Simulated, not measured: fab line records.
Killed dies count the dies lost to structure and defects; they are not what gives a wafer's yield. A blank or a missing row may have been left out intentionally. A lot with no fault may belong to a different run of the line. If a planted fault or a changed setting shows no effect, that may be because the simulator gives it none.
Chamber matching :: flow gf180mcu :: GF_PASSIVATION_CVD_00 on pecvd-03: 3 sister chambers
The step deposits SiO2 from TEOS, target thk 1000 nm, time 116.6 s. 14 wafers are shown with their chamber, then 7 later ones without.

## WAFERS, EACH WITH ITS CHAMBER
wafer: L575.2
chamber: 0
heaterPowerW (W): 825

wafer: L575.5
chamber: 0
heaterPowerW (W): 878

wafer: L575.6
chamber: 2
heaterPowerW (W): 766

wafer: L581.2
chamber: 0
heaterPowerW (W): 746

wafer: L581.3
chamber: 1
heaterPowerW (W): 717

wafer: L581.5
chamber: 1
heaterPowerW (W): 781

wafer: L582.1
chamber: 0
heaterPowerW (W): 865

wafer: L582.4
chamber: 1
heaterPowerW (W): 614

wafer: L582.6
chamber: 2
heaterPowerW (W): 777

wafer: L587.1
chamber: 2
heaterPowerW (W): 711

wafer: L587.4
chamber: 0
heaterPowerW (W): 807

wafer: L587.5
chamber: 1
heaterPowerW (W): 613

wafer: L589.1
chamber: 0
heaterPowerW (W): 886

wafer: L589.3
chamber: 1
heaterPowerW (W): 767

SIGNATURES, as means of the wafers listed above
reading: heaterPowerW
chamber 0: 834.50
chamber 1: 698.40
chamber 2: 751.33
scatter within a chamber: 62.5
Rule: for a wafer and a chamber, the distance is found by dividing, reading by reading, the gap between the wafer's reading and the chamber's mean by the reading's scatter, squaring, summing and taking the root. The wafer belongs to the nearest chamber; if the next one is less than 2 further off, it can't be placed. How the scatter is found: for the shown wafers, subtract from each reading the mean of its chamber, square and add these, divide the total by (wafers less chambers), then take the root.

## WAFERS MISSING THEIR CHAMBER
wafer: L589.5
heaterPowerW (W): 729

wafer: L590.3
heaterPowerW (W): 642

wafer: L590.5
heaterPowerW (W): 886

wafer: L590.6
heaterPowerW (W): 705

wafer: L595.1
heaterPowerW (W): 726

wafer: L595.3
heaterPowerW (W): 672

wafer: L595.6
heaterPowerW (W): 768

## WHICH CHAMBER EACH ONE RAN IN
wafer: L589.5
from the rows above: can't be placed: 2 or 1 or 0
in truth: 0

wafer: L590.3
from the rows above: can't be placed: 1 or 2
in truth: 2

wafer: L590.5
from the rows above: can't be placed: 0 or 2
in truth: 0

wafer: L590.6
from the rows above: can't be placed: 1 or 2 or 0
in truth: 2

wafer: L595.1
from the rows above: can't be placed: 2 or 1 or 0
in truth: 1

wafer: L595.3
from the rows above: can't be placed: 1 or 2
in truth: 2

wafer: L595.6
from the rows above: can't be placed: 2 or 0 or 1
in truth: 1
Placed correctly: 0 of 7. From these rows, 7 cannot be placed; in 7 the true chamber is one of the candidates. Number placed wrongly: 0.
